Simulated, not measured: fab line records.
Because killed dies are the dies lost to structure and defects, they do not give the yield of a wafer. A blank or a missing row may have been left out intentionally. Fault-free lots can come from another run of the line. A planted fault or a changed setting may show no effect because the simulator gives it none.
fab line records	flow sky130
[record] lots = 11	wafers = 33	last-day = 50
route steps=708 shown VIA2@520 METAL3@536 CAPM@541 PAD_OPEN@708
lots untouched by any fault: they come from a run of this same line in which no faults occurred
start-h: hours from the record's first day to the start of the lot's first wafer shown	wait-h: how many hours have passed since the lot's step before this one	" identical to the entry in the row above	L1.1+2: a row that stands for several wafers	- no value, or no start was given	* or withheld: withheld	< > ~ a bound
route shown NAME@n: a module of which the file shows steps, and the number in the route of the first	usual: mean and standard deviation over wafers with no fault	same: alike in all rows	chamber/n: place in a boat	sites: readings site by site	_std_site: standard deviation of those values	_edge_site: outer sites' mean less inner sites'	radius-mm: how far each site lies from the wafer's centre	mask NAME#n: copy n	behind: the last tool/chamber to shape the wafer	hold: why the lot went on hold/how many hours it stayed there/how the hold came to an end	device: whichever transistor did not switch (one of n, p or np)	end of line: the tests these same wafers got at the end of their route	a step without rows: its recipe alone	killed: dies that structure and defects cost at the first sort, which is not the same as the wafer's yield	map: a wafer's dies, marking killed ones x, the rest . and places with no die _
set.NAME: the run value of the setting; set.NAME@STEP: its run value at that earlier step	model.NAME: the simulator's own value behind a step, which no gauge read
one table for each step of the route and one row for each wafer, over a sample of lots
services: a tool's chamber out of use, with start hour (start-h, from the record's first day; less than 0 if before it), hours out, and reason
[[steps]]
[step SKY_VIA2_OVL_MEAS_13]
[usual] VIA2_OVL = 2/4.8
lot.wafer	tool	chamber	start-h	wait-h	VIA2_OVL[nm]
L500.1	overlay-02	-	886.81	0.1	1
L500.3	"	-	"	"	0
L500.6	"	-	"	"	4
L503.1	overlay-02	-	915.91	0.1	-2
L503.4	"	-	"	"	-1
L503.6	"	-	"	"	-6
L504.1	overlay-01	-	924.56	0.1	-2
L504.4	"	-	"	"	-1
L504.5	"	-	"	"	0
L505.2	overlay-01	-	932.71	0.1	-6
L505.3	"	-	"	"	-3
L505.5	"	-	"	"	-2
L510.1	overlay-01	-	960.72	0.1	-4
L510.2	"	-	"	"	-3
L510.3	"	-	"	"	1
L512.2	overlay-01	-	984.27	0.1	-1
L512.4	"	-	"	"	-3
L512.6	"	-	"	"	-1
L513.1	overlay-01	-	985.25	0.1	1
L513.4	"	-	"	"	5
L513.5	"	-	"	"	4
L514.3	overlay-02	-	987.07	0.1	4
L514.4	"	-	"	"	5
L514.6	"	-	"	"	1
L515.1	overlay-01	-	988.57	0.1	9
L515.3	"	-	"	"	6
L515.4	"	-	"	"	9
L516.2	overlay-02	-	1000.87	0.1	-9
L516.3	"	-	"	"	-13
L516.6	"	-	"	"	-11
L517.2	overlay-02	-	1004.21	0.1	11
L517.4	"	-	"	"	8
L517.6	"	-	"	"	4
[step SKY_METAL3_SPUTTER_04]
[recipe] material = TiN	target-thk-nm = 70	power-w = 6500	time-s = 58.3	chamber-pressure-pa = 0.4
[usual] throttle-valve-pct = 30.4/0.88
lot.wafer	tool	chamber	start-h	wait-h	throttle-valve-pct
L500.1	pvd-sputter-02	-	888.32	0.0	31.2
L500.3	"	-	"	"	31.8
L500.6	"	-	"	"	31.8
L503.1	pvd-sputter-04	-	917.47	0.0	30.6
L503.4	"	-	"	"	29.8
L503.6	"	-	"	"	29.1
L504.1	pvd-sputter-02	-	926.07	0.0	30.4
L504.4	"	-	"	"	28.7
L504.5	"	-	"	"	29.1
L505.2	pvd-sputter-02	-	934.21	0.0	31.7
L505.3	"	-	"	"	29.0
L505.5	"	-	"	"	28.7
L510.1	pvd-sputter-02	-	962.26	0.0	31.4
L510.2	"	-	"	"	31.8
L510.3	"	-	"	"	30.5
L512.2	pvd-sputter-02	-	985.82	0.0	31.3
L512.4	"	-	"	"	31.7
L512.6	"	-	"	"	30.3
L513.1	pvd-sputter-03	-	986.80	0.0	30.8
L513.4	"	-	"	"	30.3
L513.5	"	-	"	"	30.1
L514.3	pvd-sputter-04	-	988.65	0.0	31.2
L514.4	"	-	"	"	29.3
L514.6	"	-	"	"	31.2
L515.1	pvd-sputter-04	-	990.13	0.0	31.0
L515.3	"	-	"	"	30.7
L515.4	"	-	"	"	30.9
L516.2	pvd-sputter-03	-	1003.17	0.0	30.4
L516.3	"	-	"	"	30.8
L516.6	"	-	"	"	30.5
L517.2	pvd-sputter-02	-	1005.77	0.0	31.0
L517.4	"	-	"	"	31.8
L517.6	"	-	"	"	31.2
[step SKY_CAPM_THK_MEAS_04]
[recipe] thk-meas-gauge = xrf	reads = TiN_of_CAPM_SPUTTER_02
[usual] CAPM_TIN_THK = 198.7/2.4
lot.wafer	tool	chamber	start-h	wait-h	CAPM_TIN_THK[nm]
L500.1	film-metro-02	-	888.68	0.1	199.4
L500.3	"	-	"	"	196.1
L500.6	"	-	"	"	197.1
L503.1	film-metro-02	-	917.83	0.1	196.9
L503.4	"	-	"	"	200.8
L503.6	"	-	"	"	198.3
L504.1	film-metro-04	-	926.43	0.1	199.5
L504.4	"	-	"	"	199.4
L504.5	"	-	"	"	195.6
L505.2	film-metro-04	-	934.58	0.1	202.0
L505.3	"	-	"	"	198.6
L505.5	"	-	"	"	198.3
L510.1	film-metro-03	-	962.62	0.1	198.5
L510.2	"	-	"	"	201.3
L510.3	"	-	"	"	199.7
L512.2	film-metro-03	-	986.19	0.1	200.0
L512.4	"	-	"	"	198.8
L512.6	"	-	"	"	198.6
L513.1	film-metro-02	-	987.16	0.1	201.2
L513.4	"	-	"	"	201.9
L513.5	"	-	"	"	199.9
L514.3	film-metro-04	-	989.03	0.1	201.8
L514.4	"	-	"	"	202.2
L514.6	"	-	"	"	201.4
L515.1	film-metro-03	-	990.49	0.1	196.2
L515.3	"	-	"	"	196.6
L515.4	"	-	"	"	197.8
L516.2	film-metro-03	-	1003.54	0.1	199.3
L516.3	"	-	"	"	198.8
L516.6	"	-	"	"	198.7
L517.2	film-metro-04	-	1006.14	0.1	199.7
L517.4	"	-	"	"	200.5
L517.6	"	-	"	"	199.1
[step SKY_CAPM_METAL_ETCH_13]
[recipe] target-depth-nm = 220	stop-on = SiO2	chemistry = Cl2/BCl3	target = TiN	pressure-mtorr = 10	icp-w = 900	bias-w = 48.5	Cl2_flow_sccm = 60	bcl3-flow-sccm = 30	time-s = 62.9
[usual] bcl3-flow-sccm = 30.02/0.087	bias-w = 48.49/0.16	drypump-motor-current-A = 5.7/0.45	mfc-cl2-sccm = 59.97/0.15	oes-product-au = 0.939/0.0077	rf-fwd-power-W = 892/3.6	throttle-valve-pct = 21.904/0.0099
lot.wafer	tool	chamber	start-h	wait-h	bcl3-flow-sccm	bias-w	drypump-motor-current-A	mfc-cl2-sccm	oes-product-au	rf-fwd-power-W	rf-hours-counter-h	throttle-valve-pct
L500.1	rie-metal-01	1	913.92	0.0	29.99	48.60	4.8	60.00	0.938	896	9	21.900
L500.3	"	0	"	"	30.06	48.62	5.8	60.04	0.931	889	-	21.917
L500.6	"	0	"	"	29.95	48.34	5.9	60.08	0.933	890	-	21.916
L503.1	rie-metal-02	0	942.77	0.0	30.06	48.23	6.1	59.89	0.937	891	12	21.912
L503.4	"	1	"	"	29.99	48.32	5.3	60.01	0.946	894	-	21.901
L503.6	"	1	"	"	30.05	48.51	5.3	60.15	0.940	894	-	21.897
L504.1	rie-metal-01	0	950.87	0.0	30.07	48.72	5.8	60.17	0.928	747	12	21.922
L504.4	"	0	"	"	29.96	48.60	5.8	59.95	0.917	751	-	21.927
L504.5	"	1	"	"	30.24	48.40	4.8	59.72	0.900	755	-	21.907
L505.2	rie-metal-01	1	959.12	0.0	30.04	48.81	4.9	59.87	0.922	752	11	21.911
L505.3	"	0	"	"	30.12	48.52	5.8	59.89	0.914	744	-	21.920
L505.5	"	0	"	"	30.04	48.23	5.8	59.85	0.917	749	-	21.915
L510.1	rie-metal-03	0	986.62	0.0	29.92	48.41	6.0	60.13	0.943	894	2	21.898
L510.2	"	1	"	"	29.92	48.15	5.8	60.01	0.946	897	5	21.909
L510.3	"	1	"	"	29.99	48.12	5.8	59.57	0.941	898	-	21.894
L512.2	rie-metal-03	0	1010.47	0.0	30.11	48.62	6.0	60.03	0.943	896	3	21.904
L512.4	"	0	"	"	30.11	48.52	6.0	60.02	0.938	898	-	21.921
L512.6	"	1	"	"	30.07	48.79	5.8	59.73	0.937	890	-	21.909
L513.1	rie-metal-02	0	1010.72	0.0	30.01	48.49	6.1	60.15	0.939	883	15	21.911
L513.4	"	0	"	"	29.91	48.48	6.1	59.87	0.946	887	-	21.903
L513.5	"	0	"	"	29.92	48.57	6.1	60.04	0.952	886	-	21.912
L514.3	rie-metal-02	0	1011.68	0.1	30.04	48.36	6.1	59.93	0.939	892	-	21.897
L514.4	"	0	"	"	30.04	48.31	6.1	60.10	0.950	892	-	21.905
L514.6	"	0	"	"	30.14	48.48	6.2	60.11	0.943	893	-	21.909
L515.1	rie-metal-01	0	1013.02	0.0	29.89	48.55	5.8	59.92	0.934	892	15	21.912
L515.3	"	0	"	"	29.91	48.39	5.8	60.06	0.936	890	-	21.912
L515.4	"	1	"	"	30.02	48.54	4.8	60.06	0.940	895	-	21.912
L516.2	rie-metal-02	0	1026.40	0.0	30.03	48.57	6.1	59.96	0.930	892	-	21.903
L516.3	"	0	"	"	29.95	48.33	6.2	59.92	0.936	890	-	21.897
L516.6	"	0	"	"	29.99	48.52	6.1	60.02	0.944	887	-	21.904
L517.2	rie-metal-02	0	1028.92	0.0	30.11	48.63	6.1	60.17	0.935	887	17	21.898
L517.4	"	0	"	"	29.99	48.27	6.1	59.82	0.945	889	-	21.920
L517.6	"	0	"	"	30.14	48.50	6.1	59.99	0.936	891	-	21.895
[step SKY_CAPM_STRIP_14]
[recipe] chemistry = O2/N2	power-w = 1400	pressure-mtorr = 1500	platen-temp-c = withheld	o2-flow-sccm = 3000	n2-flow-sccm = 300	overash-fraction = 0.5
[usual] drypump-motor-current-A = 5.6/0.56	oes-product-au = 0.710/0.0045	strip-time-to-endpoint-s = 12.66/0.048
lot.wafer	tool	chamber	start-h	wait-h	drypump-motor-current-A	oes-product-au	rf-hours-counter-h	strip-time-to-endpoint-s
L500.1	plasma-asher-04	0	914.00	0.1	4.7	0.707	110	12.65
L500.3	"	0	"	"	4.7	0.708	-	12.60
L500.6	"	0	"	"	4.7	0.711	-	12.63
L503.1	plasma-asher-04	0	942.85	0.1	4.7	0.706	113	12.67
L503.4	"	0	"	"	4.7	0.708	-	12.63
L503.6	"	0	"	"	4.7	0.718	-	12.69
L504.1	plasma-asher-04	0	950.95	0.1	4.7	0.713	114	12.78
L504.4	"	1	"	"	5.4	0.712	-	12.78
L504.5	"	1	"	"	5.4	0.712	-	12.84
L505.2	plasma-asher-01	1	959.20	0.1	5.6	0.721	20	12.85
L505.3	"	0	"	"	5.8	0.711	-	12.81
L505.5	"	0	"	"	5.8	0.709	-	12.80
L510.1	plasma-asher-04	0	986.70	0.1	4.7	0.709	117	12.69
L510.2	"	1	"	"	5.4	0.712	117	12.81
L510.3	"	1	"	"	5.4	0.709	-	12.76
L512.2	plasma-asher-02	1	1010.55	0.1	6.0	0.713	57	12.64
L512.4	"	0	"	"	6.6	0.710	-	12.63
L512.6	"	1	"	"	6.1	0.702	-	12.69
L513.1	plasma-asher-04	1	1010.87	0.1	5.4	0.716	120	12.64
L513.4	"	0	"	"	4.8	0.711	-	12.62
L513.5	"	1	"	"	5.4	0.712	-	12.61
L514.3	plasma-asher-02	1	1011.82	0.1	6.1	0.713	-	12.61
L514.4	"	0	"	"	6.6	0.712	-	12.63
L514.6	"	1	"	"	6.1	0.709	-	12.64
L515.1	plasma-asher-01	1	1013.10	0.1	5.7	0.710	25	12.69
L515.3	"	0	"	"	5.9	0.711	-	12.68
L515.4	"	1	"	"	5.7	0.714	-	12.73
L516.2	plasma-asher-01	0	1026.52	0.1	5.8	0.713	27	12.65
L516.3	"	1	"	"	5.7	0.704	-	12.66
L516.6	"	0	"	"	5.9	0.707	-	12.68
L517.2	plasma-asher-01	0	1029.00	0.1	5.8	0.714	27	12.69
L517.4	"	0	"	"	5.8	0.708	-	12.70
L517.6	"	1	"	"	5.7	0.698	-	12.71
[step SKY_PAD_OPEN_PROBE_99]
[usual] defect-limited-yield = 82.9/2	killed_at_M0_to_M3 = 42/7.6	killed_at_M4_up = 2.9/1.7	killed-at-contacts = 24/5.1	killed-at-front-end = 15/4	killed-at-other = 0.2/0.38	killed-dies = 84/9.9	killed-open = 46/7.2	killed-short = 38/6.6
[same] gross-dies = 492	killed-at-back-side = 0
lot.wafer	tool	chamber	start-h	wait-h	defect-limited-yield[%]	killed_at_M0_to_M3	killed_at_M4_up	killed-at-contacts	killed-at-front-end	killed-at-other	killed-dies	killed-open	killed-short
L500.1	prober-01	-	1106.79	0.1	83.5	48	3	19	11	0	81	46	35
L500.3	prober-01	-	1106.89	0.2	82.1	47	5	15	21	0	88	40	48
L500.6	prober-01	-	1107.04	0.2	84.3	36	2	27	12	0	77	40	37
L503.1	prober-02	-	1131.06	0.1	87.6	28	2	18	13	0	61	25	36
L503.4	prober-02	-	1131.21	0.2	85.8	32	2	18	18	0	70	36	34
L503.6	prober-02	-	1131.31	0.2	85.6	37	5	15	13	1	71	32	39
L504.1	prober-01	-	1135.82	0.1	83.1	49	1	25	8	0	83	38	45
L504.4	prober-01	-	1135.97	0.2	86.2	38	1	21	8	0	68	39	29
L504.5	prober-01	-	1136.02	0.2	80.5	55	2	22	17	0	96	55	41
L505.2	prober-02	-	1141.96	0.1	79.1	50	3	37	13	0	103	58	45
L505.3	prober-02	-	1142.01	0.2	86.8	30	1	24	10	0	65	40	25
L505.5	prober-02	-	1142.11	0.2	81.9	50	4	23	12	0	89	60	29
L510.1	prober-01	-	1165.40	0.1	84.3	42	4	16	15	0	77	44	33
L510.2	prober-01	-	1165.45	0.1	84.6	33	3	23	17	0	76	37	39
L510.3	prober-01	-	1165.50	0.2	80.5	47	4	25	20	0	96	48	48
L512.2	prober-01	-	1181.35	0.1	81.5	42	3	34	12	0	91	40	51
L512.4	prober-01	-	1181.45	0.2	86.8	34	2	17	12	0	65	34	31
L512.6	prober-01	-	1181.55	0.2	81.1	44	1	30	18	0	93	54	39
L513.1	prober-02	-	1182.30	0.1	80.5	52	5	24	15	0	96	56	40
L513.4	prober-02	-	1182.45	0.2	81.9	43	3	24	19	0	89	46	43
L513.5	prober-02	-	1182.50	0.2	80.9	47	4	31	12	0	94	57	37
L514.3	prober-01	-	1182.90	0.2	77.2	60	5	31	15	1	112	51	61
L514.4	prober-01	-	1182.95	0.2	81.9	54	0	15	20	0	89	49	40
L514.6	prober-01	-	1183.05	0.2	81.3	50	3	22	16	1	92	52	40
L515.1	prober-02	-	1184.55	0.1	81.3	45	1	33	12	1	92	46	46
L515.3	prober-02	-	1184.65	0.2	84.6	36	1	24	15	0	76	46	30
L515.4	prober-02	-	1184.70	0.2	78.9	51	5	33	14	1	104	63	41
L516.2	prober-01	-	1193.76	0.1	82.5	41	2	24	18	1	86	48	38
L516.3	prober-01	-	1193.81	0.2	84.1	41	2	23	12	0	78	37	41
L516.6	prober-01	-	1193.96	0.2	85.0	41	3	20	9	1	74	34	40
L517.2	prober-02	-	1196.37	0.1	83.7	40	3	27	10	0	80	43	37
L517.4	prober-02	-	1196.47	0.2	83.3	43	1	24	14	0	82	42	40
L517.6	prober-02	-	1196.57	0.2	81.7	42	3	30	15	0	90	45	45
// killed by level:class
L500.1 VIA1:geometric-particle:short=9 VIA2:geometric-particle:open=8 LI_CONTACT:geometric-particle:open=8 VIA1:geometric-particle:open=8 VIA3:geometric-particle:open=7 METAL1:geometric-particle:short=6 CONTACT:geometric-particle:open=5 CONTACT:geometric-particle:short=5
L500.3 FIELD_ISO:geometric-particle:short=8 VIA3:geometric-particle:short=8 METAL1:geometric-particle:short=7 LI_CONTACT:geometric-particle:open=6 VIA1:geometric-particle:open=6 VIA2:geometric-particle:open=6 METAL2:geometric-particle:short=5 METAL4:geometric-particle:short=5
L500.6 CONTACT:geometric-particle:open=8 LI_CONTACT:geometric-particle:open=7 VIA1:geometric-particle:open=7 VIA1:geometric-particle:short=6 VIA2:geometric-particle:open=6 CONTACT:geometric-particle:short=5 VIA3:geometric-particle:open=5 POLY_GATE:geometric-particle:short=4
L503.1 CONTACT:geometric-particle:open=8 POLY_GATE:geometric-particle:short=6 VIA1:geometric-particle:open=6 METAL2:geometric-particle:short=6 LOCAL_INTERCONNECT:geometric-particle:short=5 CONTACT:geometric-particle:short=4 VIA1:geometric-particle:short=4 METAL1:geometric-particle:short=3
L503.4 VIA1:geometric-particle:short=9 VIA1:geometric-particle:open=7 FIELD_ISO:geometric-particle:open=5 LOCAL_INTERCONNECT:geometric-particle:short=5 CONTACT:geometric-particle:open=5 POLY_GATE:geometric-particle:open=4 LI_CONTACT:geometric-particle:open=4 METAL1:geometric-particle:short=4
L503.6 VIA1:geometric-particle:open=7 CONTACT:geometric-particle:open=5 POLY_GATE:geometric-particle:short=4 VIA1:geometric-particle:short=4 VIA2:geometric-particle:open=4 METAL2:geometric-particle:short=4 METAL4:geometric-particle:short=4 FIELD_ISO:geometric-particle:short=3
L504.1 VIA1:geometric-particle:open=12 CONTACT:geometric-particle:open=10 METAL1:geometric-particle:short=9 METAL2:geometric-particle:short=9 CONTACT:geometric-particle:short=7 VIA3:geometric-particle:open=5 VIA1:geometric-particle:short=4 METAL3:geometric-particle:short=4
L504.4 VIA1:geometric-particle:open=10 METAL1:geometric-particle:short=8 CONTACT:geometric-particle:open=6 VIA2:geometric-particle:open=6 LI_CONTACT:geometric-particle:open=5 METAL2:geometric-particle:short=5 LOCAL_INTERCONNECT:geometric-particle:short=4 VIA3:geometric-particle:open=4
L504.5 VIA1:geometric-particle:open=13 CONTACT:geometric-particle:open=8 VIA3:geometric-particle:open=8 METAL2:geometric-particle:short=7 POLY_GATE:geometric-particle:open=6 LI_CONTACT:geometric-particle:open=6 METAL1:geometric-particle:short=5 VIA1:geometric-particle:short=5
L505.2 CONTACT:geometric-particle:open=18 VIA2:geometric-particle:open=10 LI_CONTACT:geometric-particle:open=8 VIA1:geometric-particle:open=8 VIA1:geometric-particle:short=8 METAL2:geometric-particle:short=7 METAL1:geometric-particle:short=6 LI_CONTACT:geometric-particle:short=4
L505.3 CONTACT:geometric-particle:open=9 VIA1:geometric-particle:open=8 LI_CONTACT:geometric-particle:open=5 VIA3:geometric-particle:open=5 POLY_GATE:geometric-particle:short=4 CONTACT:geometric-particle:short=4 LOCAL_INTERCONNECT:geometric-particle:short=3 METAL1:geometric-particle:short=3
L505.5 VIA1:geometric-particle:open=13 CONTACT:geometric-particle:open=9 VIA2:geometric-particle:open=8 VIA3:geometric-particle:open=8 POLY_GATE:geometric-particle:open=6 LI_CONTACT:geometric-particle:open=5 CONTACT:geometric-particle:short=5 METAL1:geometric-particle:short=5
L510.1 VIA2:geometric-particle:open=13 VIA1:geometric-particle:open=12 FIELD_ISO:geometric-particle:open=6 CONTACT:geometric-particle:short=6 CONTACT:geometric-particle:open=4 METAL2:geometric-particle:short=4 VIA2:geometric-particle:short=4 FIELD_ISO:geometric-particle:short=3
L510.2 CONTACT:geometric-particle:short=9 VIA1:geometric-particle:open=8 CONTACT:geometric-particle:open=6 METAL1:geometric-particle:short=5 POLY_GATE:geometric-particle:short=4 LI_CONTACT:geometric-particle:open=4 METAL1:geometric-particle:open=4 SPACER:geometric-particle:open=3
L510.3 VIA1:geometric-particle:open=11 METAL1:geometric-particle:short=9 LI_CONTACT:geometric-particle:open=8 POLY_GATE:geometric-particle:short=7 VIA2:geometric-particle:open=7 LOCAL_INTERCONNECT:geometric-particle:short=6 CONTACT:geometric-particle:open=6 METAL3:geometric-particle:short=6
L512.2 CONTACT:geometric-particle:short=13 VIA1:geometric-particle:open=11 METAL1:geometric-particle:short=9 CONTACT:geometric-particle:open=8 LOCAL_INTERCONNECT:geometric-particle:short=6 FIELD_ISO:geometric-particle:short=5 METAL2:geometric-particle:short=5 VIA2:geometric-particle:open=5
L512.4 CONTACT:geometric-particle:open=6 VIA1:geometric-particle:open=6 LI_CONTACT:geometric-particle:open=5 FIELD_ISO:geometric-particle:short=4 METAL2:geometric-particle:short=4 CONTACT:geometric-particle:short=4 VIA1:geometric-particle:short=4 POLY_GATE:geometric-particle:open=3
L512.6 VIA1:geometric-particle:open=11 LI_CONTACT:geometric-particle:open=10 CONTACT:geometric-particle:open=7 VIA2:geometric-particle:open=6 LI_CONTACT:geometric-particle:short=5 VIA1:geometric-particle:short=5 FIELD_ISO:geometric-particle:open=4 POLY_GATE:geometric-particle:open=4
L513.1 VIA1:geometric-particle:open=13 CONTACT:geometric-particle:open=9 VIA2:geometric-particle:open=9 LI_CONTACT:geometric-particle:open=8 POLY_GATE:geometric-particle:open=7 METAL2:geometric-particle:short=7 METAL1:geometric-particle:short=6 VIA3:geometric-particle:open=5
L513.4 CONTACT:geometric-particle:open=9 VIA1:geometric-particle:open=8 CONTACT:geometric-particle:short=7 VIA3:geometric-particle:open=6 POLY_GATE:geometric-particle:short=5 METAL1:geometric-particle:short=5 VIA1:geometric-particle:short=5 VIA2:geometric-particle:open=5
L513.5 CONTACT:geometric-particle:open=12 VIA3:geometric-particle:open=11 LI_CONTACT:geometric-particle:open=8 VIA2:geometric-particle:open=6 VIA1:geometric-particle:open=5 METAL1:geometric-particle:short=5 VIA1:geometric-particle:short=5 VIA3:geometric-particle:short=5
L514.3 VIA1:geometric-particle:open=12 METAL1:geometric-particle:short=11 CONTACT:geometric-particle:open=11 METAL2:geometric-particle:short=8 VIA3:geometric-particle:open=7 LI_CONTACT:geometric-particle:open=6 VIA3:geometric-particle:short=6 LI_CONTACT:geometric-particle:short=5
L514.4 VIA1:geometric-particle:open=18 VIA1:geometric-particle:short=11 VIA2:geometric-particle:open=6 CONTACT:geometric-particle:open=6 METAL2:geometric-particle:short=6 METAL1:geometric-particle:short=5 FIELD_ISO:geometric-particle:open=4 FIELD_ISO:geometric-particle:short=4
L514.6 VIA1:geometric-particle:open=14 VIA2:geometric-particle:open=9 CONTACT:geometric-particle:open=8 VIA1:geometric-particle:short=7 METAL2:geometric-particle:short=6 VIA3:geometric-particle:open=6 FIELD_ISO:geometric-particle:short=5 LI_CONTACT:geometric-particle:open=5
L515.1 CONTACT:geometric-particle:open=14 METAL2:geometric-particle:short=9 VIA1:geometric-particle:open=9 LI_CONTACT:geometric-particle:open=8 METAL1:geometric-particle:short=7 LI_CONTACT:geometric-particle:short=6 VIA3:geometric-particle:open=5 POLY_GATE:geometric-particle:short=4
L515.3 CONTACT:geometric-particle:open=11 VIA1:geometric-particle:open=8 VIA2:geometric-particle:open=8 VIA1:geometric-particle:short=6 LI_CONTACT:geometric-particle:open=5 CONTACT:geometric-particle:short=5 FIELD_ISO:geometric-particle:open=4 SPACER:geometric-particle:open=4
L515.4 VIA1:geometric-particle:open=12 LI_CONTACT:geometric-particle:open=11 CONTACT:geometric-particle:open=10 VIA3:geometric-particle:open=8 LOCAL_INTERCONNECT:geometric-particle:short=7 METAL2:geometric-particle:short=6 FIELD_ISO:geometric-particle:open=5 VIA2:geometric-particle:open=5
L516.2 VIA2:geometric-particle:open=8 VIA1:geometric-particle:open=8 FIELD_ISO:geometric-particle:open=7 CONTACT:geometric-particle:open=7 METAL2:geometric-particle:short=7 LI_CONTACT:geometric-particle:open=6 FIELD_ISO:geometric-particle:short=5 LOCAL_INTERCONNECT:geometric-particle:short=5
L516.3 VIA1:geometric-particle:open=7 VIA2:geometric-particle:open=6 LI_CONTACT:geometric-particle:open=5 CONTACT:geometric-particle:short=5 VIA3:geometric-particle:open=5 FIELD_ISO:geometric-particle:short=4 POLY_GATE:geometric-particle:short=4 LOCAL_INTERCONNECT:geometric-particle:short=4
L516.6 VIA1:geometric-particle:open=9 CONTACT:geometric-particle:short=8 METAL2:geometric-particle:short=7 CONTACT:geometric-particle:open=5 VIA1:geometric-particle:short=5 LI_CONTACT:geometric-particle:open=4 METAL1:geometric-particle:short=4 METAL1:geometric-particle:open=3
L517.2 VIA1:geometric-particle:open=12 CONTACT:geometric-particle:short=8 METAL1:geometric-particle:short=7 CONTACT:geometric-particle:open=6 LI_CONTACT:geometric-particle:open=5 VIA2:geometric-particle:open=5 VIA3:geometric-particle:open=5 FIELD_ISO:geometric-particle:open=4
L517.4 CONTACT:geometric-particle:open=9 LOCAL_INTERCONNECT:geometric-particle:short=7 VIA2:geometric-particle:open=7 VIA1:geometric-particle:open=6 VIA3:geometric-particle:open=6 METAL1:geometric-particle:short=5 VIA3:geometric-particle:short=5 METAL2:geometric-particle:short=4
L517.6 VIA1:geometric-particle:open=10 CONTACT:geometric-particle:short=9 CONTACT:geometric-particle:open=8 METAL1:geometric-particle:short=7 LI_CONTACT:geometric-particle:open=6 LOCAL_INTERCONNECT:geometric-particle:short=5 METAL2:geometric-particle:short=5 VIA3:geometric-particle:open=5
[[services]]
tool	chamber	start-h	hours	kind
rie-metal-02	0	874.02	4.5	repair
pvd-sputter-03	-	879.41	2.4	repair
plasma-asher-02	-	885.60	4.2	repair
plasma-asher-01	-	886.70	4.5	repair
rie-metal-02	-	886.70	2.8	pm
pvd-sputter-02	3	902.52	-	consumable-replace:kit
pvd-sputter-02	3	902.52	18.0	scheduled-down
pvd-sputter-02	3	902.52	18.0	vent-cycle
pvd-sputter-03	-	914.68	2.8	repair
pvd-sputter-03	-	917.05	0.6	repair
pvd-sputter-04	-	932.89	11.4	repair
rie-metal-03	-	933.15	1.0	repair
rie-metal-02	-	939.79	0.8	repair
plasma-asher-04	-	944.42	2.7	repair
pvd-sputter-04	-	949.14	3.7	repair
pvd-sputter-02	-	952.40	1.0	repair
rie-metal-02	-	958.58	1.2	repair
pvd-sputter-03	-	985.56	0.9	repair
pvd-sputter-04	2	987.04	-	consumable-replace:kit
pvd-sputter-04	2	987.04	18.0	scheduled-down
rie-metal-02	0	997.52	10.0	repair
rie-metal-02	1	1010.15	-	clean
rie-metal-02	1	1010.15	16.4	scheduled-down
rie-metal-02	1	1010.15	16.4	vent-cycle
[[key]]
[first-sign] step = SKY_CAPM_METAL_ETCH_13	reading = rf-fwd-power-W	direction = down	sigmas = 40	usual = 892	struck = 750
[effect] step = SKY_CAPM_METAL_ETCH_13	reading = oes-product-au	direction = down	sigmas = 3	usual = 0.939	struck = 0.916
[effect] step = SKY_CAPM_STRIP_14	reading = strip-time-to-endpoint-s	direction = up	sigmas = 3	usual = *	struck = *
met-at SKY_CAPM_METAL_ETCH_13
struck-lots L504,L505
not-acting-at SKY_VIA2_OVL_MEAS_13,SKY_METAL3_SPUTTER_04,SKY_CAPM_THK_MEAS_04
onset-between 913.92 950.87
[fault] kind = process-parameter-drift	tool = rie-metal-01	chamber = -	onset-h = 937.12	steps = SKY_CAPM_METAL_ETCH_13	channel = icp-w	offset = -144	shape = step	end-h = 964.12	acts-in = these-recipes-only	stated = 900
